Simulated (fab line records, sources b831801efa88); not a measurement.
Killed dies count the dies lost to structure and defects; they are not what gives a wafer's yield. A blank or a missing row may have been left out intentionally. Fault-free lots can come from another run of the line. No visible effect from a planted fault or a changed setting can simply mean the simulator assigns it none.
fab line records	flow sky130
record lots=12	wafers=36	last-day=50
route steps=708 shown VT_ADJUST_HVTP@95 VT_ADJUST_LVTN@106 VT_ADJUST_NCORE@126 VT_ADJUST_HVTR@133 PAD_OPEN@708
lots that met no fault: from a run of the same line without faults
start-h: start of the lot's first displayed wafer, in hours after the record's first day	wait-h: hours since the lot's step before	" same as the row above	L1.1+2: a row that stands for several wafers	- no value, or no start given	* or withheld: withheld	< > ~ a bound
route shown NAME@n: a module of which the file shows steps, and the number in the route of the first	usual: average and standard deviation across the fault-free wafers	same: alike in all rows	chamber/n: place in a boat	sites: each site's reading	_std_site: how widely they spread, as a standard deviation	_edge_site: the outer-site mean with the inner-site mean subtracted	radius-mm: for every site, how far away it sits from the centre of the wafer	mask NAME#n: copy n	behind: the last tool/chamber to shape the wafer	hold: why the lot was held/for how many hours/how that ended	device: which transistor (n, p or np) failed to switch	end of line: the same wafers' tests at the end of the route	a step given without rows: its recipe and nothing more	killed: dies lost to structure and defects at the first sort, not the wafer's yield	map: shows each die of a wafer: x if killed, . if not, _ if none is there
set.NAME: the setting as run; set.NAME@STEP: as run at that earlier step	model.NAME: the simulator's own value behind a step, which no gauge read
a sample of lots followed through the steps of the route, with each step as a table and each wafer as a row
services: the hour from which a tool's chamber was out of use, counted from the record's first day as start-h (under 0 if before that day), plus the number of hours and why
## steps
# step SKY_VT_ADJUST_HVTP_STRIP_10
# recipe chemistry=O2/N2	power-w=1400	pressure-mtorr=1500	platen-temp-c=withheld	o2-flow-sccm=3000	n2-flow-sccm=300	overash-fraction=0.5
# usual drypump-motor-current-A=5.4/0.41	oes-product-au=0.716/0.0042	strip-time-to-endpoint-s=14.19/0.039
lot.wafer	tool	chamber	start-h	wait-h	drypump-motor-current-A	oes-product-au	rf-hours-counter-h	strip-time-to-endpoint-s
L709.2	plasma-asher-01	0	121.57	0.1	5.4	0.719	39	14.17
L709.5	"	1	"	"	6.0	0.714	-	14.17
L709.6	"	0	"	"	5.4	0.716	-	14.15
L710.1	plasma-asher-04	1	123.82	0.1	4.7	0.713	0	14.21
L710.2	"	0	"	"	5.2	0.717	0	14.18
L710.3	"	1	"	"	4.7	0.718	-	14.13
L711.3	plasma-asher-01	0	130.50	0.1	5.5	0.717	-	14.17
L711.4	"	1	"	"	6.0	0.723	-	14.25
L711.5	"	0	"	"	5.4	0.712	-	14.23
L714.1	plasma-asher-04	1	149.27	0.1	4.7	0.718	4	14.26
L714.2	"	0	"	"	5.2	0.722	4	14.20
L714.3	"	1	"	"	4.7	0.718	-	14.22
L715.1	plasma-asher-01	1	156.62	0.1	6.0	0.709	43	14.23
L715.2	"	0	"	"	5.4	0.719	43	14.21
L715.6	"	1	"	"	6.0	0.710	-	14.21
L719.2	plasma-asher-01	1	188.66	0.1	6.0	0.716	47	14.21
L719.3	"	1	"	"	6.0	0.718	-	14.14
L719.6	"	1	"	"	6.0	0.715	-	14.16
L718.1	plasma-asher-04	1	188.92	0.1	4.7	0.718	8	14.25
L718.3	"	0	"	"	5.2	0.714	-	14.25
L718.5	"	0	"	"	5.2	0.714	-	14.29
L726.1	plasma-asher-02	1	228.07	0.1	5.7	0.718	54	14.14
L726.2	"	0	"	"	5.4	0.716	54	14.16
L726.5	"	1	"	"	5.7	0.729	-	14.15
L728.1	plasma-asher-02	0	245.07	0.1	5.4	0.716	56	14.20
L728.3	"	1	"	"	5.7	0.717	-	14.19
L728.4	"	0	"	"	5.5	0.713	-	14.21
L729.3	plasma-asher-04	1	247.45	0.1	4.7	0.711	-	14.19
L729.4	"	0	"	"	5.2	0.712	-	14.16
L729.6	"	1	"	"	4.7	0.717	-	14.16
L730.2	plasma-asher-04	1	253.88	0.1	4.7	0.716	14	14.19
L730.4	"	1	"	"	4.7	0.711	-	14.22
L730.5	"	0	"	"	5.2	0.712	-	14.19
L732.2	plasma-asher-02	1	268.47	0.1	5.7	0.724	58	14.22
L732.3	"	1	"	"	5.7	0.713	-	14.21
L732.6	"	1	"	"	5.7	0.720	-	14.19
# step SKY_VT_ADJUST_LVTN_STRIP_09
# recipe chemistry=O2/N2	power-w=1400	pressure-mtorr=1500	platen-temp-c=withheld	o2-flow-sccm=3000	n2-flow-sccm=300	overash-fraction=0.5
# usual drypump-motor-current-A=5.4/0.45	oes-product-au=0.722/0.0043	strip-time-to-endpoint-s=36.92/0.12
lot.wafer	tool	chamber	start-h	wait-h	drypump-motor-current-A	oes-product-au	rf-hours-counter-h	strip-time-to-endpoint-s
L709.2	plasma-asher-03	1	140.60	0.1	5.5	0.722	31	37.26
L709.5	"	0	"	"	6.1	0.719	-	37.14
L709.6	"	1	"	"	5.5	0.726	-	36.98
L710.1	plasma-asher-03	0	142.80	0.1	6.0	0.723	32	37.03
L710.2	"	1	"	"	5.5	0.711	32	36.97
L710.3	"	0	"	"	6.1	0.733	-	37.03
L711.3	plasma-asher-04	0	150.13	0.1	5.2	0.727	-	36.80
L711.4	"	1	"	"	4.7	0.722	-	36.84
L711.5	"	0	"	"	5.2	0.728	-	36.86
L714.1	plasma-asher-04	0	169.95	0.1	5.2	0.723	6	36.87
L714.2	"	1	"	"	4.7	0.717	6	36.99
L714.3	"	1	"	"	4.8	0.718	-	36.94
L715.1	plasma-asher-03	1	177.20	0.1	5.6	0.726	36	36.81
L715.2	"	0	"	"	6.1	0.724	36	36.93
L715.6	"	0	"	"	6.1	0.723	-	36.92
L719.2	plasma-asher-04	0	210.35	0.1	5.2	0.719	10	37.29
L719.3	"	1	"	"	4.7	0.723	-	37.17
L719.6	"	0	"	"	5.2	0.715	-	37.09
L718.1	plasma-asher-02	1	210.90	0.1	5.7	0.730	53	36.82
L718.3	"	1	"	"	5.7	0.725	-	36.93
L718.5	"	0	"	"	5.5	0.718	-	36.81
L726.1	plasma-asher-03	1	252.25	0.1	5.5	0.727	43	36.76
L726.2	"	0	"	"	6.0	0.721	43	36.81
L726.5	"	1	"	"	5.5	0.724	-	36.86
L728.1	plasma-asher-04	0	269.30	0.1	5.2	0.716	15	36.79
L728.3	"	1	"	"	4.7	0.728	-	36.88
L728.4	"	0	"	"	5.2	0.724	-	36.86
L729.3	plasma-asher-04	0	270.98	0.1	5.2	0.718	-	36.97
L729.4	"	1	"	"	4.8	0.727	-	37.05
L729.6	"	1	"	"	4.7	0.719	-	37.04
L730.2	plasma-asher-02	0	277.65	0.1	5.5	0.727	59	36.82
L730.4	"	0	"	"	5.5	0.719	-	36.84
L730.5	"	1	"	"	5.7	0.715	-	36.85
L732.2	plasma-asher-04	1	292.70	0.1	4.7	0.726	18	37.09
L732.3	"	0	"	"	5.2	0.717	-	37.08
L732.6	"	1	"	"	4.7	0.727	-	36.95
# step SKY_VT_ADJUST_NCORE_CD_MEAS_07
# recipe target-cd-nm=380
# usual cd-nm=380/3.2
lot.wafer	tool	chamber	start-h	wait-h	cd-nm
L709.2	cd-sem-02	-	180.63	0.1	380
L709.5	"	-	"	"	375
L709.6	"	-	"	"	377
L710.1	cd-sem-02	-	182.76	0.1	384
L710.2	"	-	"	"	386
L710.3	"	-	"	"	381
L711.3	cd-sem-01	-	190.30	0.1	376
L711.4	"	-	"	"	375
L711.5	"	-	"	"	376
L714.1	cd-sem-02	-	211.21	0.1	376
L714.2	"	-	"	"	378
L714.3	"	-	"	"	380
L715.1	cd-sem-01	-	219.96	0.1	380
L715.2	"	-	"	"	377
L715.6	"	-	"	"	380
L719.2	cd-sem-01	-	255.97	0.1	371
L719.3	"	-	"	"	372
L719.6	"	-	"	"	375
L718.1	cd-sem-01	-	256.85	0.1	380
L718.3	"	-	"	"	381
L718.5	"	-	"	"	381
L726.1	cd-sem-01	-	300.01	0.1	383
L726.2	"	-	"	"	383
L726.5	"	-	"	"	385
L728.1	cd-sem-01	-	319.26	0.1	381
L728.3	"	-	"	"	380
L728.4	"	-	"	"	380
L729.3	cd-sem-02	-	321.34	0.1	382
L729.4	"	-	"	"	383
L729.6	"	-	"	"	380
L730.2	cd-sem-02	-	328.78	0.1	373
L730.4	"	-	"	"	374
L730.5	"	-	"	"	373
L732.2	cd-sem-01	-	344.98	0.1	378
L732.3	"	-	"	"	381
L732.6	"	-	"	"	378
# step SKY_VT_ADJUST_HVTR_COAT_02
# recipe resist=NOVOLAK	spin-rpm=3000	resist-thk-nm=1140
# usual spin-speed-rpm=3000.3/1.7
lot.wafer	tool	chamber	start-h	wait-h	spin-speed-rpm
L709.2	litho-track-02	0	190.58	0.1	2999.9
L709.5	"	0	"	"	3002.3
L709.6	"	0	"	"	3004.5
L710.1	litho-track-03	0	192.66	0.1	2999.4
L710.2	"	0	"	"	3001.3
L710.3	"	0	"	"	2997.8
L711.3	litho-track-01	0	201.11	0.1	3001.6
L711.4	"	0	"	"	2998.7
L711.5	"	0	"	"	2999.4
L714.1	litho-track-01	0	222.46	0.1	3001.4
L714.2	"	0	"	"	3001.4
L714.3	"	0	"	"	3001.0
L715.1	litho-track-03	0	230.76	0.1	2999.6
L715.2	"	0	"	"	3001.4
L715.6	"	0	"	"	3000.9
L719.2	litho-track-03	0	268.24	0.1	3168.0
L719.3	"	0	"	"	3171.7
L719.6	"	0	"	"	3170.5
L718.1	litho-track-03	0	269.16	0.1	3167.5
L718.3	"	0	"	"	3168.8
L718.5	"	0	"	"	3169.5
L726.1	litho-track-01	0	313.26	0.1	3002.3
L726.2	"	0	"	"	2999.1
L726.5	"	0	"	"	2999.9
L728.1	litho-track-02	0	332.95	0.1	2997.7
L728.3	"	0	"	"	2999.1
L728.4	"	0	"	"	2998.5
L729.3	litho-track-01	0	334.71	0.1	2997.4
L729.4	"	0	"	"	3002.5
L729.6	"	0	"	"	2999.9
L730.2	litho-track-02	0	341.93	0.1	2999.4
L730.4	"	0	"	"	3000.3
L730.5	"	0	"	"	3001.5
L732.2	litho-track-02	0	358.98	0.1	3001.3
L732.3	"	0	"	"	3001.0
L732.6	"	0	"	"	3000.4
# step SKY_VT_ADJUST_HVTR_STRIP_10
# recipe chemistry=O2/N2	power-w=1400	pressure-mtorr=1500	platen-temp-c=withheld	o2-flow-sccm=3000	n2-flow-sccm=300	overash-fraction=0.5
# usual drypump-motor-current-A=5.4/0.47	oes-product-au=0.715/0.0042	strip-time-to-endpoint-s=14.18/0.047
lot.wafer	tool	chamber	start-h	wait-h	drypump-motor-current-A	oes-product-au	rf-hours-counter-h	strip-time-to-endpoint-s
L709.2	plasma-asher-04	0	201.77	0.1	5.2	0.714	9	14.21
L709.5	"	1	"	"	4.7	0.721	-	14.18
L709.6	"	0	"	"	5.2	0.722	-	14.19
L710.1	plasma-asher-04	1	203.31	0.1	4.7	0.713	9	14.09
L710.2	"	0	"	"	5.2	0.718	9	14.14
L710.3	"	0	"	"	5.2	0.716	-	14.17
L711.3	plasma-asher-04	0	213.10	0.1	5.2	0.716	-	14.17
L711.4	"	1	"	"	4.7	0.714	-	14.19
L711.5	"	1	"	"	4.7	0.718	-	14.21
L714.1	plasma-asher-04	0	234.01	0.1	5.2	0.722	12	14.16
L714.2	"	1	"	"	4.7	0.722	12	14.20
L714.3	"	0	"	"	5.2	0.714	-	14.14
L715.1	plasma-asher-01	0	242.82	0.1	5.4	0.716	52	14.14
L715.2	"	1	"	"	6.0	0.713	52	14.13
L715.6	"	1	"	"	6.0	0.718	-	14.16
L719.2	plasma-asher-04	0	280.36	0.1	5.2	0.707	17	13.85
L719.3	"	1	"	"	4.7	0.714	-	13.88
L719.6	"	1	"	"	4.7	0.715	-	13.88
L718.1	plasma-asher-03	1	281.31	0.1	5.5	0.710	46	13.82
L718.3	"	0	"	"	6.1	0.708	-	13.80
L718.5	"	0	"	"	6.1	0.715	-	13.77
L726.1	plasma-asher-04	0	326.92	0.1	5.2	0.714	22	14.20
L726.2	"	1	"	"	4.7	0.717	22	14.16
L726.5	"	0	"	"	5.2	0.707	-	14.18
L728.1	plasma-asher-04	0	346.61	0.1	5.2	0.719	23	14.20
L728.3	"	1	"	"	4.7	0.713	-	14.19
L728.4	"	0	"	"	5.2	0.717	-	14.24
L729.3	plasma-asher-04	1	347.65	0.1	4.7	0.721	-	14.12
L729.4	"	0	"	"	5.2	0.716	-	14.21
L729.6	"	0	"	"	5.2	0.715	-	14.21
L730.2	plasma-asher-04	1	356.41	0.1	4.7	0.715	24	14.15
L730.4	"	1	"	"	4.7	0.712	-	14.24
L730.5	"	1	"	"	4.7	0.720	-	14.23
L732.2	plasma-asher-04	0	373.47	0.1	5.2	0.719	26	14.27
L732.3	"	1	"	"	4.7	0.715	-	14.22
L732.6	"	1	"	"	4.7	0.714	-	14.27
# step SKY_PAD_OPEN_PROBE_99
# usual killed_at_M0_to_M3=42/6.6	killed_at_M4_up=3.0/1.8	killed-at-contacts=25/5.1	killed-at-front-end=15/4.4	killed-at-other=0.3/0.56	killed-dies=86/8.6	killed-open=47/6.9	killed-short=38/6
# same gross-dies=492	killed-at-back-side=0
lot.wafer	tool	chamber	start-h	wait-h	killed_at_M0_to_M3	killed_at_M4_up	killed-at-contacts	killed-at-front-end	killed-at-other	killed-dies	killed-open	killed-short
L709.2	prober-01	-	1068.52	0.1	44	6	21	21	0	92	51	41
L709.5	prober-01	-	1068.67	0.2	35	4	25	16	0	80	47	33
L709.6	prober-01	-	1068.72	0.2	43	2	27	14	1	87	58	29
L710.1	prober-02	-	1074.53	0.1	26	4	24	20	0	74	39	33
L710.2	prober-02	-	1074.58	0.1	54	1	30	12	0	97	52	44
L710.3	prober-02	-	1074.63	0.2	31	1	34	9	0	75	42	33
L711.3	prober-01	-	1081.33	0.2	53	5	27	11	0	96	51	45
L711.4	prober-01	-	1081.38	0.2	44	4	24	13	0	85	47	38
L711.5	prober-01	-	1081.43	0.2	43	5	25	16	0	89	43	46
L714.1	prober-02	-	1100.53	0.1	37	0	33	16	1	87	50	37
L714.2	prober-02	-	1100.58	0.1	37	3	26	20	0	86	47	39
L714.3	prober-02	-	1100.63	0.2	41	3	32	14	0	90	47	43
L715.1	prober-01	-	1107.18	0.1	48	6	24	23	0	101	51	50
L715.2	prober-01	-	1107.23	0.1	52	0	33	23	0	108	63	45
L715.6	prober-01	-	1107.43	0.2	40	3	24	18	1	86	46	40
L719.2	prober-01	-	1144.66	0.1	44	0	27	9	0	80	44	36
L719.3	prober-01	-	1144.71	0.2	34	2	26	18	0	80	43	37
L719.6	prober-01	-	1144.86	0.2	44	3	22	8	0	77	35	42
L718.1	prober-02	-	1145.26	0.1	59	5	25	9	1	99	52	47
L718.3	prober-02	-	1145.36	0.2	40	3	23	8	1	75	48	26
L718.5	prober-02	-	1145.46	0.2	43	5	24	13	0	85	48	37
L726.1	prober-02	-	1168.08	0.1	46	2	21	10	0	79	50	29
L726.2	prober-02	-	1168.13	0.1	41	3	23	21	1	89	49	39
L726.5	prober-02	-	1168.28	0.2	36	3	22	13	0	74	38	36
L728.1	prober-02	-	1181.87	0.1	44	2	20	19	1	86	52	33
L728.3	prober-02	-	1181.97	0.2	26	1	32	16	0	75	41	34
L728.4	prober-02	-	1182.02	0.2	41	1	21	18	0	81	45	35
L729.3	prober-01	-	1182.91	0.2	49	0	25	14	0	88	46	42
L729.4	prober-01	-	1182.96	0.2	36	7	22	15	2	82	48	34
L729.6	prober-01	-	1183.06	0.2	34	3	23	12	1	73	45	28
L730.2	prober-02	-	1187.64	0.1	47	2	31	16	0	96	50	46
L730.4	prober-02	-	1187.74	0.2	36	1	20	13	1	71	35	36
L730.5	prober-02	-	1187.79	0.2	54	1	32	15	0	102	63	39
L732.2	prober-02	-	1198.58	0.1	45	7	25	9	1	87	49	38
L732.3	prober-02	-	1198.63	0.2	42	5	36	15	0	98	56	42
L732.6	prober-02	-	1198.78	0.2	43	1	20	13	0	77	47	30
# killed by level:class
L709.2 VIA1:geometric-particle:open=14 FIELD_ISO:geometric-particle:short=9 CONTACT:geometric-particle:open=9 LI_CONTACT:geometric-particle:open=6 VIA2:geometric-particle:open=6 POLY_GATE:geometric-particle:short=5 VIA3:geometric-particle:short=5 FIELD_ISO:geometric-particle:open=4
L709.5 CONTACT:geometric-particle:open=13 VIA1:geometric-particle:open=10 FIELD_ISO:geometric-particle:short=7 METAL1:geometric-particle:short=7 LI_CONTACT:geometric-particle:open=6 POLY_GATE:geometric-particle:open=4 VIA3:geometric-particle:open=4 VIA1:geometric-particle:short=3
L709.6 VIA1:geometric-particle:open=20 CONTACT:geometric-particle:open=12 LI_CONTACT:geometric-particle:open=7 VIA3:geometric-particle:open=6 LOCAL_INTERCONNECT:geometric-particle:short=4 VIA1:geometric-particle:short=4 VIA2:geometric-particle:open=4 FIELD_ISO:geometric-particle:short=3
L710.1 CONTACT:geometric-particle:open=8 FIELD_ISO:geometric-particle:short=5 FIELD_ISO:geometric-particle:open=5 CONTACT:geometric-particle:short=5 POLY_GATE:geometric-particle:short=5 LOCAL_INTERCONNECT:geometric-particle:short=5 VIA1:geometric-particle:open=5 VIA3:geometric-particle:open=4
L710.2 VIA3:geometric-particle:open=11 LI_CONTACT:geometric-particle:open=9 VIA2:geometric-particle:open=9 VIA1:geometric-particle:open=8 CONTACT:geometric-particle:open=7 METAL1:geometric-particle:short=7 METAL2:geometric-particle:short=6 POLY_GATE:geometric-particle:short=5
L710.3 LI_CONTACT:geometric-particle:open=11 CONTACT:geometric-particle:open=9 VIA1:geometric-particle:open=7 LOCAL_INTERCONNECT:geometric-particle:short=6 LI_CONTACT:geometric-particle:short=5 VIA2:geometric-particle:open=5 METAL1:geometric-particle:short=4 METAL2:geometric-particle:short=3
L711.3 VIA1:geometric-particle:open=13 CONTACT:geometric-particle:open=10 METAL3:geometric-particle:short=6 LI_CONTACT:geometric-particle:open=5 METAL1:geometric-particle:short=5 VIA3:geometric-particle:open=5 VIA1:geometric-particle:short=4 LI_CONTACT:geometric-particle:short=4
L711.4 VIA1:geometric-particle:open=13 CONTACT:geometric-particle:open=8 METAL1:geometric-particle:short=6 VIA3:geometric-particle:open=6 CONTACT:geometric-particle:short=6 LOCAL_INTERCONNECT:geometric-particle:short=5 METAL2:geometric-particle:short=5 LI_CONTACT:geometric-particle:open=4
L711.5 CONTACT:geometric-particle:open=12 VIA1:geometric-particle:open=7 METAL1:geometric-particle:short=6 VIA2:geometric-particle:open=6 POLY_GATE:geometric-particle:open=5 CONTACT:geometric-particle:short=5 VIA1:geometric-particle:short=5 METAL2:geometric-particle:short=5
L714.1 CONTACT:geometric-particle:open=13 VIA1:geometric-particle:open=9 CONTACT:geometric-particle:short=7 LI_CONTACT:geometric-particle:open=7 FIELD_ISO:geometric-particle:open=6 METAL1:geometric-particle:short=6 VIA3:geometric-particle:open=5 METAL3:geometric-particle:short=4
L714.2 CONTACT:geometric-particle:open=11 LI_CONTACT:geometric-particle:open=8 METAL1:geometric-particle:short=7 FIELD_ISO:geometric-particle:short=6 VIA3:geometric-particle:open=6 VIA1:geometric-particle:short=5 POLY_GATE:geometric-particle:short=4 POLY_GATE:geometric-particle:open=4
L714.3 CONTACT:geometric-particle:open=10 LI_CONTACT:geometric-particle:open=10 METAL1:geometric-particle:short=8 CONTACT:geometric-particle:short=7 VIA1:geometric-particle:open=6 VIA3:geometric-particle:open=6 VIA3:geometric-particle:short=6 FIELD_ISO:geometric-particle:open=4
L715.1 CONTACT:geometric-particle:open=9 VIA1:geometric-particle:open=9 FIELD_ISO:geometric-particle:short=8 VIA2:geometric-particle:open=8 LOCAL_INTERCONNECT:geometric-particle:short=7 VIA1:geometric-particle:short=7 METAL4:geometric-particle:short=6 VIA3:geometric-particle:open=6
L715.2 CONTACT:geometric-particle:open=12 LI_CONTACT:geometric-particle:open=11 VIA1:geometric-particle:open=9 VIA2:geometric-particle:open=9 POLY_GATE:geometric-particle:open=7 METAL1:geometric-particle:short=5 VIA2:geometric-particle:short=5 VIA3:geometric-particle:open=5
L715.6 VIA1:geometric-particle:open=9 LI_CONTACT:geometric-particle:open=8 VIA2:geometric-particle:open=8 FIELD_ISO:geometric-particle:open=6 CONTACT:geometric-particle:open=6 FIELD_ISO:geometric-particle:short=5 VIA2:geometric-particle:short=5 POLY_GATE:geometric-particle:short=4
L719.2 CONTACT:geometric-particle:open=12 VIA1:geometric-particle:open=8 LOCAL_INTERCONNECT:geometric-particle:short=7 METAL1:geometric-particle:short=6 VIA3:geometric-particle:open=6 CONTACT:geometric-particle:short=5 VIA1:geometric-particle:short=5 METAL2:geometric-particle:short=5
L719.3 CONTACT:geometric-particle:open=10 VIA1:geometric-particle:open=9 POLY_GATE:geometric-particle:short=7 METAL2:geometric-particle:short=6 LI_CONTACT:geometric-particle:open=5 LOCAL_INTERCONNECT:geometric-particle:short=4 CONTACT:geometric-particle:short=4 VIA2:geometric-particle:open=4
L719.6 CONTACT:geometric-particle:open=7 LOCAL_INTERCONNECT:geometric-particle:short=7 METAL2:geometric-particle:short=7 VIA1:geometric-particle:open=6 VIA2:geometric-particle:open=6 METAL1:geometric-particle:short=5 LI_CONTACT:geometric-particle:open=4 VIA3:geometric-particle:short=4
L718.1 VIA1:geometric-particle:open=12 VIA3:geometric-particle:open=11 VIA2:geometric-particle:open=8 CONTACT:geometric-particle:open=7 METAL2:geometric-particle:short=7 METAL3:geometric-particle:short=7 VIA2:geometric-particle:short=6 LOCAL_INTERCONNECT:geometric-particle:short=5
L718.3 CONTACT:geometric-particle:open=9 VIA1:geometric-particle:open=9 VIA3:geometric-particle:open=8 VIA2:geometric-particle:open=6 VIA1:geometric-particle:short=5 LOCAL_INTERCONNECT:geometric-particle:short=5 LI_CONTACT:geometric-particle:open=4 FIELD_ISO:geometric-particle:open=3
L718.5 VIA1:geometric-particle:open=11 CONTACT:geometric-particle:open=10 VIA3:geometric-particle:open=7 METAL1:geometric-particle:short=6 VIA2:geometric-particle:open=6 LI_CONTACT:geometric-particle:open=5 METAL4:geometric-particle:short=5 METAL2:geometric-particle:short=4
L726.1 VIA1:geometric-particle:open=13 METAL1:geometric-particle:short=8 VIA3:geometric-particle:open=8 LI_CONTACT:geometric-particle:open=7 CONTACT:geometric-particle:open=7 FIELD_ISO:geometric-particle:open=4 POLY_GATE:geometric-particle:open=4 METAL3:geometric-particle:short=4
L726.2 VIA1:geometric-particle:open=11 FIELD_ISO:geometric-particle:short=9 VIA3:geometric-particle:open=9 CONTACT:geometric-particle:open=8 FIELD_ISO:geometric-particle:open=5 LI_CONTACT:geometric-particle:open=5 METAL3:geometric-particle:short=5 CONTACT:geometric-particle:short=4
L726.5 CONTACT:geometric-particle:open=11 VIA1:geometric-particle:open=8 METAL3:geometric-particle:short=6 POLY_GATE:geometric-particle:open=5 METAL1:geometric-particle:short=5 LOCAL_INTERCONNECT:geometric-particle:short=4 VIA2:geometric-particle:open=4 POLY_GATE:geometric-particle:short=3
L728.1 VIA1:geometric-particle:open=11 POLY_GATE:geometric-particle:open=7 VIA3:geometric-particle:open=7 LI_CONTACT:geometric-particle:open=6 CONTACT:geometric-particle:open=6 METAL1:geometric-particle:short=6 VIA3:geometric-particle:short=6 VIA2:geometric-particle:open=5
L728.3 CONTACT:geometric-particle:open=13 CONTACT:geometric-particle:short=6 VIA3:geometric-particle:open=6 FIELD_ISO:geometric-particle:open=5 LI_CONTACT:geometric-particle:open=5 VIA1:geometric-particle:open=5 POLY_GATE:geometric-particle:short=4 LOCAL_INTERCONNECT:geometric-particle:short=4
L728.4 VIA1:geometric-particle:open=7 FIELD_ISO:geometric-particle:open=6 LOCAL_INTERCONNECT:geometric-particle:short=6 VIA3:geometric-particle:short=6 VIA1:geometric-particle:short=6 LI_CONTACT:geometric-particle:open=5 VIA2:geometric-particle:open=5 CONTACT:geometric-particle:open=5
L729.3 VIA1:geometric-particle:open=11 CONTACT:geometric-particle:open=7 LOCAL_INTERCONNECT:geometric-particle:short=6 POLY_GATE:geometric-particle:open=5 METAL1:geometric-particle:short=5 VIA1:geometric-particle:short=5 POLY_GATE:geometric-particle:short=4 LI_CONTACT:geometric-particle:open=4
L729.4 VIA2:geometric-particle:open=10 VIA1:geometric-particle:open=9 LI_CONTACT:geometric-particle:open=7 METAL4:geometric-particle:short=7 CONTACT:geometric-particle:open=6 CONTACT:geometric-particle:short=5 METAL1:geometric-particle:short=5 VIA3:geometric-particle:open=5
L729.6 LI_CONTACT:geometric-particle:open=8 VIA1:geometric-particle:open=8 CONTACT:geometric-particle:open=7 FIELD_ISO:geometric-particle:short=6 VIA2:geometric-particle:open=6 METAL2:geometric-particle:short=5 LI_CONTACT:geometric-particle:short=4 VIA3:geometric-particle:open=4
L730.2 VIA1:geometric-particle:open=10 LI_CONTACT:geometric-particle:open=9 CONTACT:geometric-particle:open=8 VIA3:geometric-particle:open=8 FIELD_ISO:geometric-particle:short=7 CONTACT:geometric-particle:short=6 VIA2:geometric-particle:open=5 METAL2:geometric-particle:short=5
L730.4 VIA1:geometric-particle:open=10 CONTACT:geometric-particle:open=7 METAL1:geometric-particle:short=6 VIA2:geometric-particle:open=6 CONTACT:geometric-particle:short=5 LOCAL_INTERCONNECT:geometric-particle:short=5 FIELD_ISO:geometric-particle:short=4 METAL2:geometric-particle:short=4
L730.5 VIA1:geometric-particle:open=13 CONTACT:geometric-particle:open=12 VIA2:geometric-particle:open=10 LI_CONTACT:geometric-particle:open=7 VIA3:geometric-particle:open=7 CONTACT:geometric-particle:short=7 METAL2:geometric-particle:short=7 FIELD_ISO:geometric-particle:open=6
L732.2 VIA1:geometric-particle:open=10 CONTACT:geometric-particle:open=9 VIA3:geometric-particle:open=8 VIA2:geometric-particle:open=7 LI_CONTACT:geometric-particle:open=6 METAL4:geometric-particle:short=6 VIA2:geometric-particle:short=6 VIA1:geometric-particle:short=5
L732.3 VIA1:geometric-particle:open=12 LI_CONTACT:geometric-particle:open=9 CONTACT:geometric-particle:open=9 CONTACT:geometric-particle:short=7 VIA2:geometric-particle:open=7 VIA3:geometric-particle:open=6 LI_CONTACT:geometric-particle:short=5 LOCAL_INTERCONNECT:geometric-particle:short=5
L732.6 VIA1:geometric-particle:open=16 CONTACT:geometric-particle:open=10 VIA1:geometric-particle:short=6 LI_CONTACT:geometric-particle:open=5 FIELD_ISO:geometric-particle:open=4 FIELD_ISO:geometric-particle:short=4 METAL1:geometric-particle:short=4 LOCAL_INTERCONNECT:geometric-particle:short=3
## services
tool	chamber	start-h	hours	kind
plasma-asher-04	-	108.75	9.0	pm
plasma-asher-04	0	108.75	9.0	vent-cycle
plasma-asher-04	1	108.75	9.0	vent-cycle
plasma-asher-04	-	117.11	0.5	repair
plasma-asher-04	0	117.75	-	clean
plasma-asher-04	1	117.75	-	clean
plasma-asher-02	-	129.45	13.3	pm
plasma-asher-02	-	142.78	28.1	pm
plasma-asher-01	-	164.04	0.8	repair
litho-track-02	-	180.47	-	consumable-replace:filter
plasma-asher-03	-	306.46	2.3	repair
plasma-asher-03	-	320.00	4.3	repair
plasma-asher-04	-	330.72	1.5	repair
## key
first-sign step=SKY_VT_ADJUST_HVTR_COAT_02	reading=spin-speed-rpm	direction=up	sigmas=99	usual=3000.3	struck=3169.3
effect step=SKY_VT_ADJUST_HVTR_STRIP_10	reading=strip-time-to-endpoint-s	direction=down	sigmas=7.4	usual=*	struck=*
met-at SKY_VT_ADJUST_HVTR_COAT_02
struck-lots L718,L719
tester-left-out L718,L719
not-acting-at SKY_VT_ADJUST_HVTP_STRIP_10,SKY_VT_ADJUST_LVTN_STRIP_09,SKY_VT_ADJUST_NCORE_CD_MEAS_07
onset-between 230.76 268.24
fault kind=process-parameter-drift	tool=litho-track-03	chamber=-	onset-h=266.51	steps=SKY_VT_ADJUST_HVTR_COAT_02	channel=spin-rpm	offset=169.06	shape=step	end-h=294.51	acts-in=these-recipes-only	stated=3000
# tester-left-out: of these lots the tester's yield and bins aren't shown, on N5 and GAA mostly nor the transistor test; their killed dies are dies lost to structure and defects alone, not to doping, threshold or leakage, so they don't give the yield
